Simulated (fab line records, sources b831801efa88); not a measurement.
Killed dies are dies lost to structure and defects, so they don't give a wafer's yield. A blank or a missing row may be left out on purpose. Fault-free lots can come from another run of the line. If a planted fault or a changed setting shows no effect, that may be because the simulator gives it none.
8D (eight disciplines) problem report, filled in by code || flow sky130 || the parts of the form that need people (team, actions taken, sign-off) are left out

== 1. THE ISSUE ==
spin-speed-rpm at SKY_LOCAL_INTERCONNECT_COAT_06 reads a mean of 2955.8 rpm on 6 wafers of 2 lots; wafers without a fault read 3000.1 rpm with a standard deviation of 1.9. That puts it -23 standard deviations away from the usual mean.
The step: resist thk 450 nm.
Seen first at day 36 05:00 on litho-track-01, wafer L916.1. At this step, 39 wafers from 13 lots have a number in the record. The rule behind "out" and "out of limits": a value lying over 4 standard deviations away from the usual mean. All remaining wafers that have a number are taken as sound.

== 2. WHAT THIS IS AND IS NOT ==
{"question": "which readings at this step", "is": "spin-speed-rpm", "is not": "exhaust-pa"}
{"question": "which lots", "is": "L916, L918", "is not": "L897, L899, L900, L902, L904, L905, L906, L907, L908, L914, L919"}
{"question": "which wafers of those lots", "is": "all that have a number", "is not": "-"}
{"question": "read on which tools", "is": "litho-track-01", "is not": "litho-track-03, litho-track-04"}
{"question": "when", "is": "from day 36 05:00", "is not": "up to then (30 sound wafers); but 3 sound wafers of L919 came after"}

== 3. SUSPECTS, AND WHAT RULES EACH OUT ==
Counting: a tool at a process step up to the reading stays a suspect if it ran every lot that is out and no sound lot after the first of them.
- litho-track-01 at SKY_LOCAL_INTERCONNECT_COAT_06 (resist thk 450 nm): kept. It processed each lot that is out, first L916 at day 36 05:00, and no sound lot thereafter; up to then, the last sound lot it processed was L908 at day 34 03:00. On those wafers its own readings are out: spin-speed-rpm.
Left after counting: litho-track-01 at SKY_LOCAL_INTERCONNECT_COAT_06.

== 4. THE CAUSE (what the simulator had put in) ==
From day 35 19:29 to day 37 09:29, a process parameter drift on litho-track-01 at SKY_LOCAL_INTERCONNECT_COAT_06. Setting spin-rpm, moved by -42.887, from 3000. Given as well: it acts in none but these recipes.
This tool alone remained once counting was done.

== 5. SEQUENCE OF EFFECTS, ordered by route ==
One row per reading whose mean, taken over the struck wafers that have a number, lies over 3 standard deviations from the usual. Scope: only readings with a usual standard deviation given in the record; hours: median across lots of the time from each lot's start at the first step in this table that gives one to its start at this step; sigmas: change in usual standard deviations.
{"hours": 0, "step": "SKY_LOCAL_INTERCONNECT_COAT_06", "reading": "spin-speed-rpm", "usual": "3000.1 rpm", "on struck wafers": 2955.8, "change": -44.3, "sigmas": -23}
Here are the process steps it includes:
- SKY_LOCAL_INTERCONNECT_COAT_06: resist thk 450 nm.

== 6. WHAT WOULD HAVE CAUGHT IT SOONER ==
The fault began at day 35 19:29; the first out-of-limits reading in this record came at day 36 05:00, 10 hours later.
